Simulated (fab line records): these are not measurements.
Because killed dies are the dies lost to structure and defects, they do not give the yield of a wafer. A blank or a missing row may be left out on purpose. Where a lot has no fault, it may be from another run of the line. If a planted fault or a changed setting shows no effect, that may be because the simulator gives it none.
Code-filled problem report in 8D (eight disciplines) form    flow sfq-line    the parts of the form that need people (team, actions taken, sign-off) are left out

== 1. THE ISSUE ==
At SFQ_TRILAYER_M4_ETCH_METAL_ETCH_096, run-length-s averages 132.72 s over 6 wafers from 2 lots, while fault-free wafers read 148.29 s, standard deviation 0.25. Relative to the usual mean, that is a shift of -62 standard deviations.
The step: etches Nb in Cl2/Ar, stops on SiO2, target depth 240 nm, time 120 s.
Seen first at day 39 11:44 on rie-metal-03, wafer L116.1. The record has a number at this step for 42 wafers belonging to 14 lots. By rule, "out" or "out of limits" means more than 4 standard deviations away from the usual mean. All remaining wafers that have a number are taken as sound.

== 2. WHAT IT IS, AND WHAT IT ISN'T ==
question                     is                            is not
which readings at this step  run-length-s, oes-product-au  drypump-motor-current-A
which lots                   L116, L117                    L100, L101, L102, L103, L104, L106, L107, L108, L113, L115, L121, L123
which wafers of those lots   all that have a number        -
read on which tools          rie-metal-03                  rie-metal-02, rie-metal-04
when                         from day 39 11:44             up to then (30 sound wafers); but 6 sound wafers of L121, L123 came after

== 3. SUSPECTS, AND WHAT RULES EACH OUT ==
Counting: a tool at a process step up to the reading stays a suspect if it ran every lot that is out and no sound lot after the first of them.
- rie-metal-03 at SFQ_TRILAYER_M4_ETCH_METAL_ETCH_096 (etches Nb in Cl2/Ar, stops on SiO2, target depth 240 nm, time 120 s): kept. It ran every lot that is out, first L116 (day 39 11:44), and no sound lot after that; its last sound lot up to then is L115 (day 39 05:56). Its own oes-product-au, run-length-s readings are out on those wafers.
After counting, what remains is rie-metal-03 at SFQ_TRILAYER_M4_ETCH_METAL_ETCH_096.

== 4. THE CAUSE (what the simulator had put in) ==
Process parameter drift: rie-metal-03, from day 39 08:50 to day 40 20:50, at SFQ_TRILAYER_M4_ETCH_METAL_ETCH_096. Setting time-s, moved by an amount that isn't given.
Only this tool survived the counting.

== 5. SEQUENCE OF EFFECTS, ordered by route ==
One row per reading whose mean, taken over the struck wafers that have a number, lies over 3 standard deviations from the usual. Scope: only readings with a usual standard deviation given in the record; hours: median across lots of the time from each lot's start at the first step in this table that gives one to its start at this step; sigmas: change in usual standard deviations.
hours  step                                 reading         usual       on struck wafers  change  sigmas
0      SFQ_TRILAYER_M4_ETCH_METAL_ETCH_096  oes-product-au  0.897 a.u.  1.000             +0.103  +12
0      SFQ_TRILAYER_M4_ETCH_METAL_ETCH_096  run-length-s    148.29 s    132.72            -15.57  -62
The process steps in it:
- SFQ_TRILAYER_M4_ETCH_METAL_ETCH_096: etches Nb in Cl2/Ar, stops on SiO2, target depth 240 nm, time 120 s.

== 6. HOW IT WOULD HAVE BEEN CAUGHT EARLIER ==
The fault began at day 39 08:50; the first out-of-limits reading in this record came at day 39 11:44, 3 hours later.
